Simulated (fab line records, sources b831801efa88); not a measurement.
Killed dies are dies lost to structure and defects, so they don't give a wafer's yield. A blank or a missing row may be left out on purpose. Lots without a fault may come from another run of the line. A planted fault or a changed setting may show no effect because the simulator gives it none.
Which tool did it? | flow sky130 | 11 lots, 33 wafers sampled, at 1 step of a route of 708

WHAT THE GAUGES READ, wafer by wafer
SKY_SD_P_CD_MEAS_07: target cd 380 nm.
lot  | measured     | on        | cd_nm (nm)
L776 | day 25 21:35 | cd_sem-02 | 378.0 379.2 379.6
L775 | day 26 01:16 | cd_sem-02 | 382.1 381.5 381.2
L777 | day 26 08:46 | cd_sem-01 | 376.3 378.0 376.9
L778 | day 26 11:01 | cd_sem-02 | 379.3 379.8 377.1
L779 | day 26 19:02 | cd_sem-01 | 379.6 379.0 382.4
L783 | day 30 04:16 | cd_sem-02 | 378.2 380.1 377.5
L786 | day 31 04:04 | cd_sem-02 | 377.4 380.0 375.5
L790 | day 31 18:22 | cd_sem-01 | 379.3 377.3 375.5
L793 | day 32 02:29 | cd_sem-01 | 383.3 380.8 380.1
L792 | day 32 04:14 | cd_sem-02 | 382.8 378.5 379.8
L797 | day 32 19:29 | cd_sem-02 | 379.4 377.9 379.1

WHICH TOOL RAN EACH LOT (tool, then ch and the chambers of the sampled wafers, then the start)
The record holds no process step before these readings.

THE ANSWER, worked out from the rows above alone
Rule: what is usual is taken from the lots themselves. Put in order of their means at a reading, lots are off if they are a third of the lots or fewer, leave a main group of 4 or more, and stand apart from it by a gap of 3 or more times the standard deviation of the main group's means; of several such gaps the widest counts. A main group whose means are all the same, to the digits that the tables above print for the reading, isn't used. A lot without any number at a reading at which 4 lots or more have one is off too. The other lots that the step has rows for count as sound.
No lot is off at any reading shown: from this, nothing can be told.

WHAT THE SIMULATOR HAD PUT IN
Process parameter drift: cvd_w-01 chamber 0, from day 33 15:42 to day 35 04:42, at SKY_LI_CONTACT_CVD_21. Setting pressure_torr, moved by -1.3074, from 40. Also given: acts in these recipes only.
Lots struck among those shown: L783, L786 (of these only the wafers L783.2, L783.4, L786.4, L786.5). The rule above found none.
